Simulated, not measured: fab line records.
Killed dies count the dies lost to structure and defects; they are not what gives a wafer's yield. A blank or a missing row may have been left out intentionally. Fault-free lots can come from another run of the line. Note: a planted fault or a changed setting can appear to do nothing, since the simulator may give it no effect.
fab line records -- flow sky130
[record] lots = 6, wafers = 18, last-day = 49
route steps=708 shown VIA1@466 PAD_OPEN@708
lots that met no fault: from a run of the same line without faults
start-h: hours from the record's opening day to when the first of the lot's shown wafers began -- wait-h: hours since the lot's step before -- " same as the row above -- L1.1+2: a single row standing in for several wafers -- - value missing, or start not given -- * or withheld: withheld -- < > ~ a bound
route shown NAME@n: a module of which the file shows steps, and the number in the route of the first -- usual: mean and standard deviation over wafers with no fault -- same: alike in all rows -- chamber/n: place in a boat -- sites: per-site readings -- _std_site: the standard deviation of these -- _edge_site: inner sites' mean taken away from outer sites' mean -- radius-mm: for every site, how far away it sits from the centre of the wafer -- mask NAME#n: copy n -- behind: tool/chamber where the wafer was last shaped -- hold: the reason the lot was held/the length of the hold in hours/how it ended -- device: names the non-switching transistor (n, p or np) -- end of line: at the end of the route, the tests of the same wafers -- where a step has no rows: the recipe by itself -- killed: count of dies lost to structure and defects at first sort (not the wafer's yield) -- map: dies across one wafer; x = killed, . = not, _ = none there
set.NAME: setting as actually run; set.NAME@STEP: the setting as run at that earlier step -- model.NAME: the simulator's own value behind a step, which no gauge read
a table for each step, a row for each wafer; lots at some steps of the route
services: a tool's chamber out of use, with start hour (start-h, from the record's first day; less than 0 if before it), hours out, and reason
[[steps]]
[step SKY_VIA1_SOFTBAKE_08]
[recipe] temp-c = 100, time-s = 90, resist = KrF-thick
[step SKY_VIA1_EXPOSE_09]
[recipe] mask-id = VIM, na = 0.8, source-shape = annular, sigma-inner = 0.55, sigma-outer = 0.85, target-cd-nm = 150, dose-mj = 38
[step SKY_VIA1_PEB_10]
[recipe] peb-temp-c = withheld, peb-time-s = withheld, resist = KrF-thick
[step SKY_VIA1_DEVELOP_11]
[recipe] develop-time-s = 60, resist = KrF-thick, dev-temp-c = 21
[step SKY_VIA1_CD_MEAS_12]
[recipe] target-cd-nm = 150
[usual] cd-nm = 148.9/1.8
lot.wafer,tool,chamber,start-h,wait-h,cd-nm
L843.3,cd-sem-02,-,827.04,-,151.5
L843.4,cd-sem-02,-,827.04,-,151.0
L843.5,cd-sem-02,-,827.04,-,150.4
L844.4,cd-sem-02,-,846.46,-,148.2
L844.5,cd-sem-02,-,846.46,-,146.7
L844.6,cd-sem-02,-,846.46,-,146.8
L847.2,cd-sem-02,-,856.22,-,148.7
L847.3,cd-sem-02,-,856.22,-,148.2
L847.5,cd-sem-02,-,856.22,-,149.7
L849.1,cd-sem-02,-,867.95,-,146.6
L849.3,cd-sem-02,-,867.95,-,146.3
L849.6,cd-sem-02,-,867.95,-,147.3
L853.1,cd-sem-02,-,897.15,-,148.2
L853.2,cd-sem-02,-,897.15,-,148.8
L853.4,cd-sem-02,-,897.15,-,149.8
L858.3,cd-sem-02,-,940.74,-,148.5
L858.4,cd-sem-02,-,940.74,-,145.6
L858.5,cd-sem-02,-,940.74,-,149.5
[step SKY_VIA1_OVL_MEAS_13]
[usual] VIA1_OVL = -2/4.1
lot.wafer,tool,chamber,start-h,wait-h,VIA1_OVL[nm]
L843.3,overlay-01,-,827.13,0.1,0
L843.4,overlay-01,-,827.13,0.1,-2
L843.5,overlay-01,-,827.13,0.1,-5
L844.4,overlay-01,-,846.54,0.1,-5
L844.5,overlay-01,-,846.54,0.1,-2
L844.6,overlay-01,-,846.54,0.1,-4
L847.2,overlay-02,-,856.32,0.1,-5
L847.3,overlay-02,-,856.32,0.1,0
L847.5,overlay-02,-,856.32,0.1,0
L849.1,overlay-01,-,868.07,0.1,-2
L849.3,overlay-01,-,868.07,0.1,-3
L849.6,overlay-01,-,868.07,0.1,-6
L853.1,overlay-01,-,897.27,0.1,-4
L853.2,overlay-01,-,897.27,0.1,0
L853.4,overlay-01,-,897.27,0.1,0
L858.3,overlay-01,-,940.84,0.1,-1
L858.4,overlay-01,-,940.84,0.1,-4
L858.5,overlay-01,-,940.84,0.1,-6
[step SKY_VIA1_ETCH_14]
[recipe] chemistry = N2/H2, target = BARC, ion-energy-ev = 200, source-w = 500, bias-w = 100, pressure-mtorr = 30, n2-flow-sccm = 100, h2-flow-sccm = 200, stop-on = SiO2, time-s = 45.9, target-depth-a = 600
[usual] drypump-motor-current-A = 5.6/0.33, oes-product-au = 0.854/0.0051, throttle-valve-pct = 13.225/0.0094
lot.wafer,tool,chamber,start-h,wait-h,drypump-motor-current-A,oes-product-au,rf-hours-counter-h,throttle-valve-pct
L843.3,rie-diel-02,3,827.16,0.0,5.6,0.856,11,13.219
L843.4,rie-diel-02,0,827.16,0.0,6.0,0.856,7,13.208
L843.5,rie-diel-02,3,827.16,0.0,5.6,0.862,-,13.227
L844.4,rie-diel-02,2,846.56,0.0,6.0,0.861,3,13.225
L844.5,rie-diel-02,1,846.56,0.0,5.7,0.853,-,13.218
L844.6,rie-diel-02,0,846.56,0.0,6.0,0.852,-,13.199
L847.2,rie-diel-03,2,856.35,0.0,5.6,0.846,10,13.236
L847.3,rie-diel-03,0,856.35,0.0,5.1,0.850,11,13.232
L847.5,rie-diel-03,0,856.35,0.0,5.1,0.859,-,13.230
L849.1,rie-diel-03,0,868.10,0.0,5.1,0.853,12,13.222
L849.3,rie-diel-03,1,868.10,0.0,5.6,0.851,4,13.223
L849.6,rie-diel-03,0,868.10,0.0,5.1,0.853,-,13.216
L853.1,rie-diel-03,1,897.31,0.0,5.5,0.857,5,13.220
L853.2,rie-diel-03,2,897.31,0.0,5.7,0.860,12,13.222
L853.4,rie-diel-03,3,897.31,0.0,5.0,0.861,7,13.239
L858.3,rie-diel-01,2,940.86,0.0,6.1,0.852,10,13.223
L858.4,rie-diel-01,0,940.86,0.0,5.8,0.846,26,13.224
L858.5,rie-diel-01,3,940.86,0.0,5.5,0.856,-,13.221
[step SKY_VIA1_ETCH_15]
[recipe] target = SiO2, chemistry = C4F8/O2/Ar, target-depth-nm = 351, stop-on = TiN, mask-material = KrF-thick, source-w = 1500, bias-w = 1200, pressure-mtorr = 40, c4f8-flow-sccm = withheld, O2_flow_sccm = 6, Ar_flow_sccm = 300, time-s = 54
[usual] oes-product-au = 0.982/0.0052
lot.wafer,tool,chamber,start-h,wait-h,oes-product-au,rf-hours-counter-h
L843.3,rie-diel-02,3,827.20,0.0,0.984,11
L843.4,rie-diel-02,0,827.20,0.0,0.982,7
L843.5,rie-diel-02,3,827.20,0.0,0.981,-
L844.4,rie-diel-02,2,846.60,0.0,0.988,4
L844.5,rie-diel-02,1,846.60,0.0,0.985,-
L844.6,rie-diel-02,0,846.60,0.0,0.978,-
L847.2,rie-diel-03,2,856.39,0.0,0.979,10
L847.3,rie-diel-03,0,856.39,0.0,0.983,11
L847.5,rie-diel-03,0,856.39,0.0,0.980,-
L849.1,rie-diel-03,0,868.14,0.0,0.976,12
L849.3,rie-diel-03,1,868.14,0.0,0.990,4
L849.6,rie-diel-03,0,868.14,0.0,0.979,-
L853.1,rie-diel-03,1,897.35,0.0,0.985,5
L853.2,rie-diel-03,2,897.35,0.0,0.984,12
L853.4,rie-diel-03,3,897.35,0.0,0.982,7
L858.3,rie-diel-01,2,940.90,0.0,0.983,10
L858.4,rie-diel-01,0,940.90,0.0,0.980,26
L858.5,rie-diel-01,3,940.90,0.0,0.980,-
[step SKY_VIA1_STRIP_16]
[recipe] chemistry = O2/N2, power-w = 1400, pressure-mtorr = 1500, platen-temp-c = withheld, o2-flow-sccm = 3000, n2-flow-sccm = 300, overash-fraction = 0.5
[usual] drypump-motor-current-A = 5.9/0.52, o2-flow-sccm = 2999/8.7, oes-product-au = 0.416/0.0051, strip-time-to-endpoint-s = 4.457/0.022
lot.wafer,tool,chamber,start-h,wait-h,drypump-motor-current-A,o2-flow-sccm,oes-product-au,rf-hours-counter-h,strip-time-to-endpoint-s
L843.3,plasma-asher-03,0,827.28,0.1,5.8,2997,0.414,-,4.474
L843.4,plasma-asher-03,1,827.28,0.1,5.3,2983,0.412,-,4.458
L843.5,plasma-asher-03,1,827.28,0.1,5.3,3002,0.426,-,4.451
L844.4,plasma-asher-01,1,846.68,0.1,5.6,3006,0.420,-,4.471
L844.5,plasma-asher-01,1,846.68,0.1,5.6,3005,0.418,-,4.445
L844.6,plasma-asher-01,0,846.68,0.1,6.1,2998,0.421,-,4.463
L847.2,plasma-asher-02,1,856.44,0.0,6.9,3000,0.419,43,4.427
L847.3,plasma-asher-02,1,856.44,0.0,6.8,2997,0.415,-,4.446
L847.5,plasma-asher-02,1,856.44,0.0,6.8,3001,0.418,-,4.452
L849.1,plasma-asher-03,0,868.19,0.0,5.8,2986,0.408,79,4.465
L849.3,plasma-asher-03,0,868.19,0.0,5.8,2986,0.414,-,4.465
L849.6,plasma-asher-03,1,868.19,0.0,5.3,2994,0.423,-,4.493
L853.1,plasma-asher-02,0,897.40,0.0,6.1,2992,0.415,46,4.486
L853.2,plasma-asher-02,1,897.40,0.0,6.8,2996,0.415,46,4.481
L853.4,plasma-asher-02,1,897.40,0.0,6.8,2993,0.412,-,4.489
L858.3,plasma-asher-03,1,940.98,0.1,5.3,2999,0.416,-,4.432
L858.4,plasma-asher-03,0,940.98,0.1,5.8,3017,0.413,-,4.405
L858.5,plasma-asher-03,0,940.98,0.1,5.8,3014,0.414,-,4.445
[step SKY_VIA1_STRIP_17]
[recipe] chemistry = post-etch-residue-remover, time-s = 1200, temp-c = 72.5
[step SKY_VIA1_CLEAN_18]
[recipe] chemistry = IPA, time-s = 180, temp-c = 25
[step SKY_VIA1_CLEAN_19]
[recipe] chemistry = O3/DIW, dry = n2-spin
[step SKY_VIA1_SPUTTER_20]
[recipe] material = TiN, target-thk-nm = 20, chamber-pressure-pa = 5, power-w = 4000, time-s = 80
[usual] cathode-dc-power-W = 3999.9/0.74, throttle-valve-pct = 30.0/1
lot.wafer,tool,chamber,start-h,wait-h,cathode-dc-power-W,throttle-valve-pct,model.TiN_of_VIA1_SPUTTER_20.thk-nm
L843.3,pvd-sputter-04,-,827.84,0.0,3999.5,29.2,19.86
L843.4,pvd-sputter-04,-,827.84,0.0,3999.9,31.0,19.94
L843.5,pvd-sputter-04,-,827.84,0.0,3999.2,27.9,19.88
L844.4,pvd-sputter-01,-,847.27,0.0,4000.9,30.1,20.02
L844.5,pvd-sputter-01,-,847.27,0.0,3999.8,30.5,20.07
L844.6,pvd-sputter-01,-,847.27,0.0,3998.8,30.4,20.13
L847.2,pvd-sputter-01,-,857.03,0.0,3664.1,30.4,18.34
L847.3,pvd-sputter-01,-,857.03,0.0,3662.5,30.4,18.31
L847.5,pvd-sputter-01,-,857.03,0.0,3662.5,30.8,18.29
L849.1,pvd-sputter-01,-,868.81,0.0,3663.7,30.4,18.37
L849.3,pvd-sputter-01,-,868.81,0.0,3662.9,30.3,18.31
L849.6,pvd-sputter-01,-,868.81,0.0,3663.4,30.3,18.19
L853.1,pvd-sputter-04,-,898.03,0.0,4000.2,29.1,20.18
L853.2,pvd-sputter-04,-,898.03,0.0,4000.5,31.1,20.07
L853.4,pvd-sputter-04,-,898.03,0.0,3999.5,27.9,20.12
L858.3,pvd-sputter-04,-,941.61,0.0,3999.0,28.7,20.02
L858.4,pvd-sputter-04,-,941.61,0.0,4000.9,31.2,20.15
L858.5,pvd-sputter-04,-,941.61,0.0,4000.5,30.6,20.16
[step SKY_VIA1_CVD_21]
[recipe] material = W, target-thk-nm = 270, time-s = 80.902, temp-c = 400, pressure-torr = 40
[usual] heater-power-w = 874/45
lot.wafer,tool,chamber,start-h,wait-h,heater-power-w
L843.3,cvd-w-02,0,827.93,0.1,921
L843.4,cvd-w-02,1,827.93,0.1,830
L843.5,cvd-w-02,1,827.93,0.1,825
L844.4,cvd-w-01,0,847.33,0.0,877
L844.5,cvd-w-01,1,847.33,0.0,904
L844.6,cvd-w-01,0,847.33,0.0,863
L847.2,cvd-w-01,1,857.09,0.0,886
L847.3,cvd-w-01,0,857.09,0.0,902
L847.5,cvd-w-01,0,857.09,0.0,874
L849.1,cvd-w-01,1,868.87,0.0,925
L849.3,cvd-w-01,1,868.87,0.0,922
L849.6,cvd-w-01,0,868.87,0.0,879
L853.1,cvd-w-02,0,898.09,0.0,940
L853.2,cvd-w-02,1,898.09,0.0,840
L853.4,cvd-w-02,0,898.09,0.0,910
L858.3,cvd-w-02,1,941.70,0.1,776
L858.4,cvd-w-02,0,941.70,0.1,877
L858.5,cvd-w-02,0,941.70,0.1,873
[step SKY_PAD_OPEN_PROBE_99]
[usual] killed_at_M0_to_M3 = 44/7.4, killed_at_M4_up = 3.0/1.6, killed-at-contacts = 24/5, killed-at-front-end = 15/4.6, killed-at-other = 0.4/0.65, killed-dies = 86/9.6, killed-open = 48/7.4, killed-short = 38/6.9
[same] gross-dies = 492, killed-at-back-side = 0
lot.wafer,tool,chamber,start-h,wait-h,killed_at_M0_to_M3,killed_at_M4_up,killed-at-contacts,killed-at-front-end,killed-at-other,killed-dies,killed-open,killed-short,model.etest.res_p_drift_20v.line-ohm-um,model.etest.res_p_drift_20v.rs-ohm-sq,model.etest.pfet_16v.r-on-ohm-um,model.etest.res-iso-pwell.rs-ohm-sq,model.etest.res-iso-pwell.line-ohm-um,model.etest.pfet_16v.drive-ua-um,model.etest.cap-li-to-poly.c-af-um2,model.etest.cap-poly-to-well.c-af-um2
L843.3,prober-02,-,1109.56,0.2,42,5,30,15,0,92,54,38,1.106e+04,9160,1.507e+04,3341,1266,252.2,99.85,91.54
L843.4,prober-02,-,1109.61,0.2,49,3,21,20,0,93,51,42,1.122e+04,9186,1.51e+04,3338,1272,252.2,99.75,90.95
L843.5,prober-02,-,1109.66,0.2,42,3,24,13,1,83,52,30,1.094e+04,9057,1.505e+04,3271,1250,250.3,98.21,90.17
L844.4,prober-01,-,1116.76,0.2,30,1,26,8,2,67,43,24,1.162e+04,9389,1.502e+04,2989,1139,246.3,101.3,88.97
L844.5,prober-01,-,1116.81,0.2,35,2,32,18,0,87,53,34,1.134e+04,9271,1.513e+04,2966,1119,246.6,98.06,90.78
L844.6,prober-01,-,1116.86,0.2,35,2,28,18,0,83,53,30,1.118e+04,9339,1.519e+04,2947,1131,246.1,98.71,91.01
L847.2,prober-02,-,1126.42,0.1,43,1,26,14,0,84,46,38,1.165e+04,9566,1.578e+04,3977,1517,242.2,97.31,92.71
L847.3,prober-02,-,1126.47,0.2,55,1,29,12,0,97,58,39,1.114e+04,9277,1.557e+04,3803,1443,248.5,97.17,92.7
L847.5,prober-02,-,1126.57,0.2,59,2,19,10,0,90,48,42,1.151e+04,9407,1.581e+04,3896,1489,242.2,101.4,91.48
L849.1,prober-01,-,1132.47,0.1,49,6,27,10,0,92,49,43,1.294e+04,1.097e+04,1.599e+04,3889,1493,238.2,103.6,85.65
L849.3,prober-01,-,1132.57,0.2,41,5,28,12,0,86,44,41,1.338e+04,1.117e+04,1.614e+04,3982,1498,237,103.9,88.08
L849.6,prober-01,-,1132.72,0.2,46,6,17,13,0,82,39,43,1.291e+04,1.078e+04,1.571e+04,3704,1426,245.8,104.3,87.9
L853.1,prober-02,-,1155.81,0.1,49,4,27,10,1,91,47,44,1.042e+04,8789,1.521e+04,3327,1242,245.6,97.11,89.91
L853.2,prober-02,-,1155.86,0.1,40,1,21,9,1,72,51,20,1.018e+04,8526,1.503e+04,3228,1226,247.1,97.08,91.82
L853.4,prober-02,-,1155.96,0.2,49,3,22,17,0,91,50,40,1.053e+04,8841,1.535e+04,3436,1297,246,97.57,91.17
L858.3,prober-01,-,1187.36,0.2,51,5,25,12,1,94,54,40,1.064e+04,8777,1.516e+04,2864,1074,245.6,98.29,90.1
L858.4,prober-01,-,1187.41,0.2,47,5,19,8,0,79,47,32,1.037e+04,8647,1.495e+04,2799,1060,244.6,99.53,91.05
L858.5,prober-01,-,1187.46,0.2,39,1,31,19,0,90,59,31,1.032e+04,8632,1.498e+04,2806,1054,242.4,100.4,91.22
// killed by level:class
L843.3 LI_CONTACT:geometric-particle:open=10 VIA1:geometric-particle:open=9 VIA3:geometric-particle:open=8 CONTACT:geometric-particle:open=8 VIA2:geometric-particle:short=6 METAL1:geometric-particle:short=5 LI_CONTACT:geometric-particle:short=4 LOCAL_INTERCONNECT:geometric-particle:short=4
L843.4 VIA1:geometric-particle:open=12 LI_CONTACT:geometric-particle:open=9 VIA3:geometric-particle:open=9 METAL2:geometric-particle:short=8 VIA1:geometric-particle:short=7 POLY_GATE:geometric-particle:short=6 CONTACT:geometric-particle:open=6 FIELD_ISO:geometric-particle:short=5
L843.5 VIA1:geometric-particle:open=11 VIA3:geometric-particle:open=10 LI_CONTACT:geometric-particle:open=9 CONTACT:geometric-particle:open=9 FIELD_ISO:geometric-particle:open=4 VIA2:geometric-particle:short=4 METAL2:geometric-particle:short=4 LOCAL_INTERCONNECT:geometric-particle:short=3
L844.4 CONTACT:geometric-particle:open=10 LI_CONTACT:geometric-particle:open=8 VIA1:geometric-particle:open=8 VIA2:geometric-particle:open=6 LI_CONTACT:geometric-particle:short=5 VIA3:geometric-particle:open=4 FIELD_ISO:geometric-particle:short=3 CONTACT:geometric-particle:short=3
L844.5 CONTACT:geometric-particle:open=17 VIA1:geometric-particle:open=9 METAL2:geometric-particle:short=9 LI_CONTACT:geometric-particle:open=8 VIA2:geometric-particle:open=7 FIELD_ISO:geometric-particle:short=5 FIELD_ISO:geometric-particle:open=4 CONTACT:geometric-particle:short=3
L844.6 CONTACT:geometric-particle:open=14 VIA3:geometric-particle:open=9 FIELD_ISO:geometric-particle:open=6 LI_CONTACT:geometric-particle:open=6 VIA1:geometric-particle:open=6 VIA2:geometric-particle:open=5 POLY_GATE:geometric-particle:open=4 METAL1:geometric-particle:short=4
L847.2 CONTACT:geometric-particle:open=11 METAL1:geometric-particle:short=7 METAL2:geometric-particle:short=7 POLY_GATE:geometric-particle:open=5 LI_CONTACT:geometric-particle:open=5 VIA3:geometric-particle:open=5 VIA1:geometric-particle:open=5 VIA2:geometric-particle:open=5
L847.3 VIA1:geometric-particle:open=19 CONTACT:geometric-particle:open=10 LI_CONTACT:geometric-particle:open=10 METAL1:geometric-particle:short=7 METAL2:geometric-particle:short=7 VIA2:geometric-particle:open=6 CONTACT:geometric-particle:short=5 VIA3:geometric-particle:open=5
L847.5 VIA1:geometric-particle:open=11 VIA2:geometric-particle:open=10 METAL1:geometric-particle:short=7 LI_CONTACT:geometric-particle:open=7 VIA1:geometric-particle:short=7 METAL2:geometric-particle:short=6 CONTACT:geometric-particle:open=5 VIA2:geometric-particle:short=5
L849.1 VIA1:geometric-particle:open=12 CONTACT:geometric-particle:open=10 METAL1:geometric-particle:short=9 VIA3:geometric-particle:open=8 LI_CONTACT:geometric-particle:open=5 CONTACT:geometric-particle:short=5 VIA1:geometric-particle:short=5 FIELD_ISO:geometric-particle:short=4
L849.3 CONTACT:geometric-particle:open=14 VIA1:geometric-particle:open=7 VIA2:geometric-particle:open=7 CONTACT:geometric-particle:short=6 POLY_GATE:geometric-particle:short=5 VIA1:geometric-particle:short=5 LI_CONTACT:geometric-particle:open=4 METAL3:geometric-particle:short=4
L849.6 VIA1:geometric-particle:open=10 VIA3:geometric-particle:open=7 FIELD_ISO:geometric-particle:short=6 CONTACT:geometric-particle:short=6 VIA1:geometric-particle:short=6 VIA2:geometric-particle:open=6 METAL4:geometric-particle:short=5 METAL1:geometric-particle:short=5
L853.1 VIA1:geometric-particle:open=15 CONTACT:geometric-particle:open=11 METAL2:geometric-particle:short=9 VIA1:geometric-particle:short=7 LI_CONTACT:geometric-particle:open=5 LOCAL_INTERCONNECT:geometric-particle:short=5 METAL1:geometric-particle:short=5 CONTACT:geometric-particle:short=4
L853.2 VIA3:geometric-particle:open=12 VIA1:geometric-particle:open=9 VIA2:geometric-particle:open=8 CONTACT:geometric-particle:open=7 LI_CONTACT:geometric-particle:open=5 CONTACT:geometric-particle:short=4 FIELD_ISO:geometric-particle:open=3 LOCAL_INTERCONNECT:geometric-particle:short=3
L853.4 VIA1:geometric-particle:open=12 FIELD_ISO:geometric-particle:open=8 LI_CONTACT:geometric-particle:open=8 VIA3:geometric-particle:open=6 CONTACT:geometric-particle:open=5 VIA2:geometric-particle:open=5 METAL2:geometric-particle:short=5 VIA2:geometric-particle:short=5
L858.3 VIA1:geometric-particle:open=14 VIA3:geometric-particle:open=12 CONTACT:geometric-particle:open=8 VIA1:geometric-particle:short=7 CONTACT:geometric-particle:short=6 LI_CONTACT:geometric-particle:open=6 METAL2:geometric-particle:short=5 VIA2:geometric-particle:open=5
L858.4 VIA1:geometric-particle:open=14 METAL2:geometric-particle:short=10 CONTACT:geometric-particle:open=10 VIA3:geometric-particle:open=7 METAL1:geometric-particle:short=5 VIA2:geometric-particle:open=4 LI_CONTACT:geometric-particle:open=4 VIA2:geometric-particle:short=4
L858.5 CONTACT:geometric-particle:open=18 VIA1:geometric-particle:open=9 VIA3:geometric-particle:open=9 FIELD_ISO:geometric-particle:open=6 VIA2:geometric-particle:open=6 POLY_GATE:geometric-particle:short=4 VIA2:geometric-particle:short=4 VIA1:geometric-particle:short=3
[[services]]
tool,chamber,start-h,hours,kind
rie-diel-01,3,804.22,4.9,repair
pvd-sputter-01,-,818.10,1.1,repair
rie-diel-01,-,824.86,2.8,pm
cvd-w-02,-,828.72,0.8,repair
plasma-asher-02,-,830.95,2.8,pm
pvd-sputter-01,3,832.59,-,consumable-replace:kit
pvd-sputter-01,3,832.59,18.0,scheduled-down
pvd-sputter-01,3,832.59,18.0,vent-cycle
plasma-asher-01,-,838.78,2.8,pm
rie-diel-01,2,839.22,10.1,repair
pvd-sputter-04,-,850.81,1.7,repair
rie-diel-02,3,860.19,7.9,repair
rie-diel-02,-,862.02,28.1,pm
rie-diel-03,3,865.36,1.8,repair
rie-diel-02,3,896.18,27.6,repair
rie-diel-01,3,897.86,6.3,repair
cvd-w-02,-,904.00,14.0,pm
cvd-w-02,0,904.00,14.0,vent-cycle
cvd-w-02,1,904.00,14.0,vent-cycle
pvd-sputter-01,-,909.97,2.6,repair
rie-diel-03,-,910.67,0.5,repair
pvd-sputter-04,0,912.03,-,consumable-replace:kit
cvd-w-01,1,929.85,1.3,repair
plasma-asher-01,-,937.68,1.3,repair
[[key]]
[first-sign] step = SKY_VIA1_SPUTTER_20, reading = cathode-dc-power-W, direction = down, sigmas = 99+, usual = 3999.9, struck = 3663.2
effect none on later readings
[model-effect] step = SKY_VIA1_SPUTTER_20, value = TiN_of_VIA1_SPUTTER_20.thk-nm, without = 19.99, struck = 18.3
[model-effect] step = SKY_PAD_OPEN_PROBE_99, value = etest.res_p_drift_20v.line-ohm-um, without = 1.161e+04, struck = 1.226e+04
met-at SKY_VIA1_SPUTTER_20
struck-wafers L847.2,L847.3,L847.5,L849.1,L849.3,L849.6
tester-left-out L847,L849
onset-between 847.27 857.03
[earlier-fault] kind = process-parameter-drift, tool = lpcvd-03, chamber = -, onset-h = 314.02, steps = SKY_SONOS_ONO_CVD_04, channel = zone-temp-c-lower, offset = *, shape = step, end-h = 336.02
[earlier-fault] kind = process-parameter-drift, tool = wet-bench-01, chamber = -, onset-h = 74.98, steps = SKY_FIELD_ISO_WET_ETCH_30, channel = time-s, offset = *, shape = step, end-h = 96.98, acts-in = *, stated = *
[fault] kind = process-parameter-drift, tool = pvd-sputter-01, chamber = -, onset-h = 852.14, steps = SKY_VIA1_SPUTTER_20, channel = power-w, offset = *, shape = step, acts-in = *, stated = *
// tester-left-out: of these lots the tester's yield and bins aren't shown, on N5 and GAA mostly nor the transistor test; their killed dies are dies lost to structure and defects alone, not to doping, threshold or leakage, so they don't give the yield
